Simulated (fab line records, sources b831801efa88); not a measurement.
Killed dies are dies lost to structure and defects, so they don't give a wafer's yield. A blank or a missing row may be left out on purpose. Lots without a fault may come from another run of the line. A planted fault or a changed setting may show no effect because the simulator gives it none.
Which tool did it? | flow sky130 | 15 lots, 45 wafers sampled, at 1 step of a route of 708

WHAT THE GAUGES READ, wafer by wafer
The record holds no reading of a measuring or inspecting step that can be judged against a usual standard deviation.

WHICH TOOL RAN EACH LOT (tool, then ch and the chambers of the sampled wafers, then the start)
lot  | SKY_SD_P_EXPOSE_04
L356 | iline_stepper-01 ch 0, day 24 19:34
L358 | iline_stepper-01 ch 0, day 25 10:18
L357 | iline_stepper-01 ch 0, day 25 10:25
L359 | iline_stepper-01 ch 0, day 25 22:24
L360 | iline_stepper-01 ch 0, day 26 03:28
L362 | iline_stepper-02 ch 0, day 27 06:40
L363 | iline_stepper-02 ch 0, day 27 11:13
L364 | iline_stepper-01 ch 0, day 27 23:00
L365 | iline_stepper-01 ch 0, day 28 04:55
L366 | iline_stepper-01 ch 0, day 28 08:11
L368 | iline_stepper-02 ch 0, day 28 23:50
L372 | iline_stepper-01 ch 0, day 30 11:12
L376 | iline_stepper-02, day 31 19:06
L377 | iline_stepper-02, day 32 01:26
L378 | iline_stepper-02, day 32 10:11
- SKY_SD_P_EXPOSE_04: exposes mask PSDM, target cd 380 nm.

WHAT THE TOOLS THEMSELVES READ (means of the sampled wafers that have a number; where no wafer has one, the mark that the record gives instead)
SKY_SD_P_EXPOSE_04. Usual: exposure_dose_mJ_cm2 137.97, standard deviation 0.13; focus_offset_nm -0.1 nm, standard deviation 0.55.
lot  | tool             | exposure_dose_mJ_cm2 | focus_offset_nm (nm) | flag
L356 | iline_stepper-01 | 137.92               | 0.3                  |
L358 | iline_stepper-01 | 138.02               | -0.4                 |
L357 | iline_stepper-01 | 137.76               | 0.1                  |
L359 | iline_stepper-01 | 138.01               | -0.1                 |
L360 | iline_stepper-01 | 138.04               | -0.3                 |
L362 | iline_stepper-02 | 137.96               | 0.3                  |
L363 | iline_stepper-02 | 138.15               | -0.7                 |
L364 | iline_stepper-01 | 137.93               | -0.8                 |
L365 | iline_stepper-01 | 138.01               | 0.5                  |
L366 | iline_stepper-01 | 137.92               | -0.2                 |
L368 | iline_stepper-02 | 137.93               | -0.7                 |
L372 | iline_stepper-01 | 137.99               | 0.4                  |
L376 | iline_stepper-02 | -                    | -                    | OFF
L377 | iline_stepper-02 | -                    | -                    | OFF
L378 | iline_stepper-02 | -                    | -                    | OFF

THE ANSWER, worked out from the rows above alone
Rule: a lot is off if the mean of its wafers that have a number lies more than 3 standard deviations from the usual mean. A lot without any number at a reading at which 4 lots or more have one is off too. The other lots that the step has rows for count as sound. The gauges are gone through in route order, then the tools' own readings, and for those a lot's mean is taken as printed above. The first step at which some lot is off is used, and at that step the reading that is off furthest; a lot without a number counts as furthest.
Off: L376, L377, L378, at SKY_SD_P_EXPOSE_04 (exposure_dose_mJ_cm2). Without a number there: L376, L377, L378.
A tool fits if, at that step or a process step before it, it ran every lot that is off, and no sound lot after the first of them. One fits: iline_stepper-02 at SKY_SD_P_EXPOSE_04. Its last sound lot is L368 (day 28 23:50), its first lot that is off L376 (day 31 19:06): a fault that began between those two fits.
Blank at SKY_SD_P_EXPOSE_04 on the lots that are off, where sound lots have numbers: exposure_dose_mJ_cm2, focus_offset_nm.

WHAT THE SIMULATOR HAD PUT IN
Skipped step whole: iline_stepper-02, from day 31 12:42 on, at SKY_SD_P_EXPOSE_04. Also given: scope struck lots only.
Lots struck among those shown: L376, L377, L378. The rule above found the same.
